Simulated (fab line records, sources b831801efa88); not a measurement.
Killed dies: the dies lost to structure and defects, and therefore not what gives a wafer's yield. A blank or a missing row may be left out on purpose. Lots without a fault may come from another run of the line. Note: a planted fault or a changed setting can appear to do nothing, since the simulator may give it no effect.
fab line records	flow sky130
record: lots: 13	wafers: 39	last-day: 50
route steps=708 shown LI_CONTACT@371 LOCAL_INTERCONNECT@388 PAD_OPEN@708
lots that met no fault: from a run of the same line without faults
start-h: the number of hours between the record's first day and the start of the first shown wafer of the lot	wait-h: hours elapsed since this lot's preceding step	" same as the row above	L1.1+2: several wafers, shown together as one row	- no value, or no start given	* or withheld: withheld	< > ~ a bound
route shown NAME@n: a module of which the file shows steps, and the number in the route of the first	usual: mean and standard deviation over wafers with no fault	same: alike in all rows	chamber/n: place in a boat	sites: per-site readings	_std_site: the standard deviation of these	_edge_site: mean of outer sites minus mean of inner sites	radius-mm: how far each site lies from the wafer's centre	mask NAME#n: copy n	behind: tool/chamber where the wafer was last shaped	hold: why the lot was held/for how many hours/how that ended	device: the transistor (n, p or np) that didn't switch	end of line: tests run on the same wafers once the route is complete	a step given without rows: its recipe and nothing more	killed: not the wafer's yield, but the dies lost to structure and defects at the first sort	map: a wafer's dies, marking killed ones x, the rest . and places with no die _
set.NAME: setting as actually run; set.NAME@STEP: the setting as run at that earlier step	model.NAME: the simulator's own value behind a step, which no gauge read
route steps across a sampled set of lots; one table per step, one row per wafer
services: the hour from which a tool's chamber was out of use, counted from the record's first day as start-h (under 0 if before that day), plus the number of hours and why
== steps ==
step: SKY_LI_CONTACT_EXPOSE_09
recipe: mask-id: LICM1	na: 0.8	source-shape: annular	sigma-inner: 0.55	sigma-outer: 0.85	target-cd-nm: 170	dose-mj: 38
usual: exposure-dose-mJ-cm2: 37.94/0.033
lot.wafer	tool	chamber	start-h	wait-h	mask	exposure-dose-mJ-cm2
L564.3	krf-scanner-01	0	684.26	-	LICM1#0	37.94
L564.4	"	0	"	"	LICM1#0	37.93
L564.6	"	0	"	"	LICM1#0	37.93
L566.4	krf-scanner-02	0	686.80	-	LICM1#0	37.98
L566.5	"	0	"	"	LICM1#0	37.94
L566.6	"	0	"	"	LICM1#0	37.92
L568.2	krf-scanner-02	0	712.26	-	LICM1#0	38.09
L568.4	"	0	"	"	LICM1#0	38.09
L568.6	"	0	"	"	LICM1#0	38.10
L577.1	krf-scanner-02	0	781.90	-	LICM1#0	37.93
L577.2	"	0	"	"	LICM1#0	37.95
L577.6	"	0	"	"	LICM1#0	37.94
L578.1	krf-scanner-02	0	787.23	-	LICM1#0	37.88
L578.4	"	0	"	"	LICM1#0	37.94
L578.6	"	0	"	"	LICM1#0	37.90
L579.3	krf-scanner-01	0	791.00	-	LICM1#0	37.99
L579.4	"	0	"	"	LICM1#0	37.94
L579.6	"	0	"	"	LICM1#0	37.97
L580.3	krf-scanner-02	0	800.49	-	LICM1#0	38.01
L580.4	"	0	"	"	LICM1#0	37.97
L580.6	"	0	"	"	LICM1#0	37.91
L581.1	krf-scanner-01	0	802.65	-	LICM1#0	37.93
L581.4	"	0	"	"	LICM1#0	37.97
L581.6	"	0	"	"	LICM1#0	37.96
L582.1	krf-scanner-01	0	811.50	-	LICM1#0	37.94
L582.4	"	0	"	"	LICM1#0	37.92
L582.6	"	0	"	"	LICM1#0	37.95
L583.1	krf-scanner-01	0	820.43	-	LICM1#0	37.99
L583.4	"	0	"	"	LICM1#0	37.95
L583.6	"	0	"	"	LICM1#0	37.95
L584.1	krf-scanner-02	0	842.11	-	LICM1#0	37.91
L584.3	"	0	"	"	LICM1#0	37.93
L584.6	"	0	"	"	LICM1#0	37.97
L585.2	krf-scanner-01	0	842.42	-	LICM1#0	37.91
L585.5	"	0	"	"	LICM1#0	37.90
L585.6	"	0	"	"	LICM1#0	37.89
L586.2	krf-scanner-01	0	842.81	-	LICM1#0	37.96
L586.3	"	0	"	"	LICM1#0	37.99
L586.5	"	0	"	"	LICM1#0	37.93
step: SKY_LI_CONTACT_ETCH_15
recipe: target: PSG	chemistry: C4F8/O2/Ar	stop-on: Si	taper-deg: 4.15	mask-material: KrF-thick	source-w: 1500	bias-w: 1200	pressure-mtorr: 40	c4f8-flow-sccm: withheld	O2_flow_sccm: 6	Ar_flow_sccm: 300	time-s: withheld	target-depth-a: 6000
usual: oes-product-au: 0.836/0.0043
lot.wafer	tool	chamber	start-h	wait-h	oes-product-au
L564.3	rie-diel-01	3	698.24	0.0	0.837
L564.4	"	0	"	"	0.835
L564.6	"	3	"	"	0.833
L566.4	rie-diel-03	3	701.03	0.0	0.835
L566.5	"	2	"	"	0.834
L566.6	"	0	"	"	0.839
L568.2	rie-diel-02	0	724.79	0.0	0.837
L568.4	"	1	"	"	0.833
L568.6	"	1	"	"	0.836
L577.1	rie-diel-03	0	795.29	0.0	0.840
L577.2	"	3	"	"	0.842
L577.6	"	1	"	"	0.830
L578.1	rie-diel-02	1	801.09	0.0	0.829
L578.4	"	1	"	"	0.836
L578.6	"	0	"	"	0.836
L579.3	rie-diel-01	1	804.45	0.0	0.833
L579.4	"	2	"	"	0.834
L579.6	"	1	"	"	0.835
L580.3	rie-diel-03	0	813.18	0.0	0.831
L580.4	"	3	"	"	0.841
L580.6	"	2	"	"	0.840
L581.1	rie-diel-02	2	815.80	0.0	0.833
L581.4	"	1	"	"	0.832
L581.6	"	2	"	"	0.844
L582.1	rie-diel-02	1	824.50	0.0	0.831
L582.4	"	2	"	"	0.837
L582.6	"	2	"	"	0.837
L583.1	rie-diel-01	2	833.63	0.0	0.839
L583.4	"	0	"	"	0.832
L583.6	"	2	"	"	0.839
L584.1	rie-diel-02	3	855.83	0.0	0.832
L584.3	"	1	"	"	0.835
L584.6	"	3	"	"	0.845
L585.2	rie-diel-01	2	856.54	0.0	0.844
L585.5	"	1	"	"	0.844
L585.6	"	2	"	"	0.843
L586.2	rie-diel-03	0	856.78	0.0	0.835
L586.3	"	2	"	"	0.836
L586.5	"	0	"	"	0.839
step: SKY_LOCAL_INTERCONNECT_RS_MEAS_01
recipe: thk-meas-gauge: four-point-probe	reads: TiN_of_LOCAL_INTERCONNECT_SPUTTER_00
usual: LOCAL_INTERCONNECT_TIN_RS: 14.20/0.19
lot.wafer	tool	chamber	start-h	wait-h	LOCAL_INTERCONNECT_TIN_RS[ohm/sq]
L564.3	film-metro-02	-	699.48	0.1	14.33
L564.4	"	-	"	"	14.36
L564.6	"	-	"	"	14.23
L566.4	film-metro-02	-	702.23	0.1	14.30
L566.5	"	-	"	"	14.42
L566.6	"	-	"	"	14.33
L568.2	film-metro-01	-	726.15	0.1	14.20
L568.4	"	-	"	"	14.14
L568.6	"	-	"	"	14.23
L577.1	film-metro-01	-	796.47	0.0	14.34
L577.2	"	-	"	"	14.36
L577.6	"	-	"	"	14.36
L578.1	film-metro-02	-	802.42	0.0	14.26
L578.4	"	-	"	"	14.09
L578.6	"	-	"	"	14.17
L579.3	film-metro-01	-	805.68	0.1	14.11
L579.4	"	-	"	"	14.00
L579.6	"	-	"	"	14.29
L580.3	film-metro-02	-	814.42	0.1	14.39
L580.4	"	-	"	"	14.37
L580.6	"	-	"	"	14.21
L581.1	film-metro-01	-	816.99	0.0	14.17
L581.4	"	-	"	"	14.11
L581.6	"	-	"	"	13.94
L582.1	film-metro-02	-	825.69	0.0	14.17
L582.4	"	-	"	"	14.29
L582.6	"	-	"	"	13.90
L583.1	film-metro-02	-	834.85	0.0	14.25
L583.4	"	-	"	"	14.37
L583.6	"	-	"	"	14.19
L584.1	film-metro-01	-	857.03	0.0	14.29
L584.3	"	-	"	"	14.33
L584.6	"	-	"	"	14.37
L585.2	film-metro-01	-	857.74	0.1	14.20
L585.5	"	-	"	"	14.20
L585.6	"	-	"	"	14.02
L586.2	film-metro-02	-	858.00	0.1	14.52
L586.3	"	-	"	"	14.58
L586.5	"	-	"	"	14.43
step: SKY_LOCAL_INTERCONNECT_CD_MEAS_11
recipe: target-cd-nm: 170
usual: cd-nm: 170.5/1.8
lot.wafer	tool	chamber	start-h	wait-h	cd-nm
L564.3	cd-sem-01	-	726.32	-	170.2
L564.4	"	-	"	"	171.6
L564.6	"	-	"	"	171.4
L566.4	cd-sem-01	-	729.12	-	170.3
L566.5	"	-	"	"	168.7
L566.6	"	-	"	"	171.3
L568.2	cd-sem-01	-	753.75	-	170.6
L568.4	"	-	"	"	170.0
L568.6	"	-	"	"	171.2
L577.1	cd-sem-01	-	823.35	-	169.0
L577.2	"	-	"	"	170.1
L577.6	"	-	"	"	168.9
L578.1	cd-sem-02	-	829.05	-	175.0
L578.4	"	-	"	"	174.6
L578.6	"	-	"	"	174.6
L579.3	cd-sem-02	-	833.19	-	169.6
L579.4	"	-	"	"	167.9
L579.6	"	-	"	"	167.7
L580.3	cd-sem-02	-	840.77	-	171.8
L580.4	"	-	"	"	171.4
L580.6	"	-	"	"	170.0
L581.1	cd-sem-01	-	843.53	-	171.5
L581.4	"	-	"	"	172.2
L581.6	"	-	"	"	171.5
L582.1	cd-sem-02	-	852.23	-	171.5
L582.4	"	-	"	"	169.8
L582.6	"	-	"	"	171.3
L583.1	cd-sem-01	-	861.10	-	167.2
L583.4	"	-	"	"	166.5
L583.6	"	-	"	"	168.0
L584.1	cd-sem-01	-	881.83	-	170.5
L584.3	"	-	"	"	168.9
L584.6	"	-	"	"	170.6
L585.2	cd-sem-02	-	882.70	-	170.1
L585.5	"	-	"	"	168.6
L585.6	"	-	"	"	168.8
L586.2	cd-sem-02	-	884.35	-	174.0
L586.3	"	-	"	"	172.8
L586.5	"	-	"	"	171.6
step: SKY_PAD_OPEN_PROBE_99
usual: killed_at_M0_to_M3: 43/6.6	killed_at_M4_up: 2.9/1.8	killed-at-contacts: 25/5.3	killed-at-front-end: 15/4.1	killed-at-other: 0.3/0.6	killed-dies: 86/8.8	killed-open: 47/6.7	killed-short: 39/6.2
same: gross-dies: 492	killed-at-back-side: 0
lot.wafer	tool	chamber	start-h	wait-h	killed_at_M0_to_M3	killed_at_M4_up	killed-at-contacts	killed-at-front-end	killed-at-other	killed-dies	killed-open	killed-short
L577.1	prober-02	-	1163.29	0.1	47	2	26	13	1	89	43	45
L577.2	prober-02	-	1163.34	0.1	38	3	27	18	2	88	49	38
L577.6	prober-02	-	1163.54	0.2	40	1	21	18	0	80	43	37
L578.1	prober-01	-	1169.16	0.1	44	3	18	12	1	78	41	33
L578.4	prober-01	-	1169.31	0.2	38	3	16	10	1	68	36	31
L578.6	prober-01	-	1169.41	0.2	50	3	23	10	0	86	36	50
L579.3	prober-02	-	1170.21	0.2	42	3	22	13	0	80	46	34
L579.4	prober-02	-	1170.26	0.2	46	1	19	12	0	78	42	36
L579.6	prober-02	-	1170.36	0.2	42	3	26	17	1	89	41	47
L580.3	prober-01	-	1176.62	0.2	38	3	30	8	0	79	43	36
L580.4	prober-01	-	1176.67	0.2	29	2	26	7	0	64	33	31
L580.6	prober-01	-	1176.77	0.2	43	8	17	15	0	83	39	44
L583.1	prober-02	-	1187.28	0.1	38	2	33	14	1	88	46	42
L583.4	prober-02	-	1187.43	0.2	36	3	23	16	0	78	39	39
L583.6	prober-02	-	1187.53	0.2	41	5	26	15	0	87	45	41
killed by level:class
L577.1 CONTACT:geometric-particle:open=11 VIA1:geometric-particle:short=9 VIA2:geometric-particle:open=8 VIA1:geometric-particle:open=7 POLY_GATE:geometric-particle:short=6 LI_CONTACT:geometric-particle:open=6 METAL2:geometric-particle:short=6 POLY_GATE:geometric-particle:open=5
L577.2 CONTACT:geometric-particle:open=12 POLY_GATE:geometric-particle:short=7 LI_CONTACT:geometric-particle:open=7 VIA3:geometric-particle:open=7 VIA1:geometric-particle:open=7 POLY_GATE:geometric-particle:open=6 METAL2:geometric-particle:short=5 VIA2:geometric-particle:short=5
L577.6 CONTACT:geometric-particle:open=10 VIA3:geometric-particle:open=8 VIA1:geometric-particle:open=7 VIA2:geometric-particle:open=6 FIELD_ISO:geometric-particle:short=5 VIA1:geometric-particle:short=5 POLY_GATE:geometric-particle:short=4 POLY_GATE:geometric-particle:open=4
L578.1 CONTACT:geometric-particle:open=10 VIA1:geometric-particle:open=9 VIA2:geometric-particle:open=8 METAL2:geometric-particle:short=6 FIELD_ISO:geometric-particle:open=5 CONTACT:geometric-particle:short=5 VIA3:geometric-particle:open=5 VIA3:geometric-particle:short=4
L578.4 VIA1:geometric-particle:open=7 VIA2:geometric-particle:open=7 LI_CONTACT:geometric-particle:open=6 CONTACT:geometric-particle:open=6 METAL2:geometric-particle:short=6 VIA2:geometric-particle:short=4 METAL3:geometric-particle:short=4 FIELD_ISO:geometric-particle:short=3
L578.6 VIA1:geometric-particle:short=9 METAL2:geometric-particle:short=9 VIA1:geometric-particle:open=8 LI_CONTACT:geometric-particle:open=7 CONTACT:geometric-particle:open=6 LOCAL_INTERCONNECT:geometric-particle:short=5 VIA2:geometric-particle:open=5 LI_CONTACT:geometric-particle:short=4
L579.3 VIA1:geometric-particle:open=13 CONTACT:geometric-particle:open=8 VIA2:geometric-particle:open=8 LI_CONTACT:geometric-particle:open=6 METAL1:geometric-particle:short=6 FIELD_ISO:geometric-particle:short=5 LOCAL_INTERCONNECT:geometric-particle:short=5 VIA3:geometric-particle:open=5
L579.4 VIA3:geometric-particle:open=15 VIA1:geometric-particle:open=8 FIELD_ISO:geometric-particle:short=5 LI_CONTACT:geometric-particle:open=5 VIA1:geometric-particle:short=5 LOCAL_INTERCONNECT:geometric-particle:short=4 CONTACT:geometric-particle:open=4 METAL1:geometric-particle:short=4
L579.6 VIA3:geometric-particle:open=8 LOCAL_INTERCONNECT:geometric-particle:short=7 CONTACT:geometric-particle:short=7 FIELD_ISO:geometric-particle:open=6 LI_CONTACT:geometric-particle:open=6 METAL1:geometric-particle:short=6 METAL2:geometric-particle:short=6 FIELD_ISO:geometric-particle:short=5
L580.3 LI_CONTACT:geometric-particle:open=10 CONTACT:geometric-particle:open=10 METAL2:geometric-particle:short=7 VIA3:geometric-particle:open=7 VIA2:geometric-particle:open=6 METAL1:geometric-particle:short=6 VIA1:geometric-particle:open=5 CONTACT:geometric-particle:short=5
L580.4 LI_CONTACT:geometric-particle:open=11 VIA1:geometric-particle:open=9 LOCAL_INTERCONNECT:geometric-particle:short=5 CONTACT:geometric-particle:short=5 VIA2:geometric-particle:short=4 VIA1:geometric-particle:short=4 VIA3:geometric-particle:open=3 LI_CONTACT:geometric-particle:short=3
L580.6 VIA1:geometric-particle:short=8 VIA1:geometric-particle:open=8 LI_CONTACT:geometric-particle:short=7 METAL2:geometric-particle:short=6 CONTACT:geometric-particle:open=6 METAL4:geometric-particle:short=6 METAL1:geometric-particle:open=5 POLY_GATE:geometric-particle:open=4
L583.1 CONTACT:geometric-particle:open=16 VIA1:geometric-particle:open=9 METAL2:geometric-particle:short=7 LI_CONTACT:geometric-particle:open=7 METAL1:geometric-particle:short=5 POLY_GATE:geometric-particle:short=4 LOCAL_INTERCONNECT:geometric-particle:short=4 VIA2:geometric-particle:short=4
L583.4 CONTACT:geometric-particle:open=7 VIA2:geometric-particle:open=6 VIA1:geometric-particle:open=6 VIA2:geometric-particle:short=5 LI_CONTACT:geometric-particle:open=5 VIA1:geometric-particle:short=5 LI_CONTACT:geometric-particle:short=4 VIA3:geometric-particle:open=4
L583.6 VIA1:geometric-particle:open=11 LI_CONTACT:geometric-particle:open=8 VIA2:geometric-particle:open=6 CONTACT:geometric-particle:open=6 FIELD_ISO:geometric-particle:short=5 LI_CONTACT:geometric-particle:short=5 CONTACT:geometric-particle:short=5 METAL1:geometric-particle:short=5
== services ==
tool	chamber	start-h	hours	kind
krf-scanner-02	-	662.84	0.8	pm
krf-scanner-02	-	663.59	4.4	pm
rie-diel-03	-	688.92	0.5	repair
rie-diel-03	3	695.44	2.1	repair
rie-diel-02	0	695.64	15.5	repair
rie-diel-03	1	696.55	6.1	repair
krf-scanner-01	-	738.06	0.8	pm
krf-scanner-02	-	738.81	1.3	pm
krf-scanner-01	-	742.72	1.0	pm
krf-scanner-02	-	752.11	0.3	repair
krf-scanner-01	-	764.96	3.6	pm
krf-scanner-02	-	771.11	4.7	repair
krf-scanner-02	-	778.67	0.2	repair
krf-scanner-01	-	781.41	1.3	pm
rie-diel-02	1	786.88	5.9	repair
rie-diel-02	3	800.16	17.5	repair
krf-scanner-02	-	803.97	1.0	pm
krf-scanner-01	-	805.71	4.4	pm
krf-scanner-02	-	808.96	1.2	repair
krf-scanner-01	-	829.96	3.8	repair
krf-scanner-02	-	833.81	0.8	pm
krf-scanner-01	-	836.75	0.5	repair
krf-scanner-01	-	850.57	3.4	repair
rie-diel-02	2	852.59	4.1	repair
== key ==
first-sign: step: SKY_LI_CONTACT_EXPOSE_09	reading: exposure-dose-mJ-cm2	direction: up	sigmas: 4.6	usual: *	struck: *
effect none on later readings
met-at SKY_LI_CONTACT_EXPOSE_09
struck-lots L568
tester-left-out L568
loop-trim: step: SKY_LI_CONTACT_EXPOSE_09	setting: dose	lots: L568
not-acting-at SKY_LI_CONTACT_ETCH_15,SKY_LOCAL_INTERCONNECT_RS_MEAS_01,SKY_LOCAL_INTERCONNECT_CD_MEAS_11
onset-between 686.80 712.26
fault: kind: process-parameter-drift	tool: krf-scanner-02	chamber: -	onset-h: 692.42	steps: SKY_LI_CONTACT_EXPOSE_09	channel: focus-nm	offset: 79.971	spread-by-wafer: 0.3	shape: step	end-h: 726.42
tester-left-out: of these lots the tester's yield and bins aren't shown, on N5 and GAA mostly nor the transistor test; their killed dies are dies lost to structure and defects alone, not to doping, threshold or leakage, so they don't give the yield
loop-trim: a control loop set the setting to another value than it would have without faults
